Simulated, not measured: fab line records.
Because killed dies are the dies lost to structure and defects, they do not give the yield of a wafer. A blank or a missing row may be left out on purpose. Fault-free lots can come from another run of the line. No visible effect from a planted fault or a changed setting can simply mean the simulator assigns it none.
A single fault, viewed from 2 desks -- flow sky130 -- numbers are kept per desk, each desk with only its own; the story behind them comes last

== FOR THE TOOL OWNER'S DESK: rieDiel-03 ==
The tool's own readings at SKY_FIELD_ISO_ETCH_14 (etches BARC in N2/H2, stops on SiO2, time 45.9 s, target depth 60 nm): means of the sampled wafers that have a number, for each lot that ran on this tool. The brackets show how far a lot's mean lies from the usual mean; more than 4 standard deviations puts the lot out of limits, marked OUT.
Columns: A = drypumpMotorCurrentA at SKY_FIELD_ISO_ETCH_14, usual 5.8 A; B = oesProductAu at SKY_FIELD_ISO_ETCH_14, usual 0.855 a.u.; C = rfFwdPowerW at SKY_FIELD_ISO_ETCH_14, usual 494.9 W; D = throttleValvePct at SKY_FIELD_ISO_ETCH_14, usual 13.225 %
lot,first seen here,A,B,C,D
L570,day 2 15:14,6.3,0.860,495.5,13.230
L574,day 3 11:40,6.4,0.851,497.2,13.233
L577,day 4 03:42,6.4,0.852,496.8,13.223
L579,day 4 12:30,5.7,0.857,496.1,13.235
L583,day 5 12:04,6.4,0.854,469.5 (-12) OUT,13.224
L584,day 5 15:33,6.4,0.852,469.3 (-12) OUT,13.227
L586,day 6 01:45,6.0,0.852,467.9 (-12) OUT,13.220
Finding of this desk: L583, L584, L586 out of limits; the first was L583 at day 5 12:04, on rfFwdPowerW at SKY_FIELD_ISO_ETCH_14. Within limits: L570, L574, L577, L579.

== THE METROLOGY DESK ==
Means of the sampled wafers that have a number, per lot and without regard to the tool the lot ran on: this is what the gauges read. The brackets show how far a lot's mean lies from the usual mean; more than 4 standard deviations puts the lot out of limits, marked OUT.
Columns: A = SONOS_ONO_OVL at SKY_SONOS_ONO_OVL_MEAS_14, usual 0.2 nm; B = POLY_GATE_OVL at SKY_POLY_GATE_OVL_MEAS_14, usual -1 nm
lot,first seen here,A,B
L568,day 12 14:13,-0.1,-3
L569,day 12 23:27,0.1,-0
L570,day 13 02:09,0.3,0
L573,day 14 06:40,-1.7,-0
L574,day 14 13:31,0.7,1
L576,day 15 14:06,0.2,-3
L577,day 15 19:37,-0.8,-1
L578,day 16 00:06,1.4,8
L579,day 16 04:52,1.1,0
L583,day 18 02:58,0.7,-2
L584,day 18 04:39,0.8,-9
L586,day 18 14:43,-1.1,-10
L591,day 20 13:07,0.2,5
This desk found nothing out of limits on any of the 13 lots.

== BROUGHT TOGETHER ==
The tool owner's desk had the chance to raise an alarm at day 5 12:04 on L583, L584, L586.
At the metrology desk, nothing out of limits was observed.
The metrology desk has L583, L584, L586 on record, within its limits.
All the named lots went through SKY_FIELD_ISO_ETCH_14 on rieDiel-03.

== WHAT HAD BEEN PUT IN BY THE SIMULATOR ==
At SKY_FIELD_ISO_ETCH_14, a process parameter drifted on rieDiel-03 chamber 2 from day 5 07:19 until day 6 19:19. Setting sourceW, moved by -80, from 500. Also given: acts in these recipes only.
Struck lots among those shown: L583, L584, L586.
Hours from the fault's start to each desk's first reading out of limits: the tool owner's desk, 5.
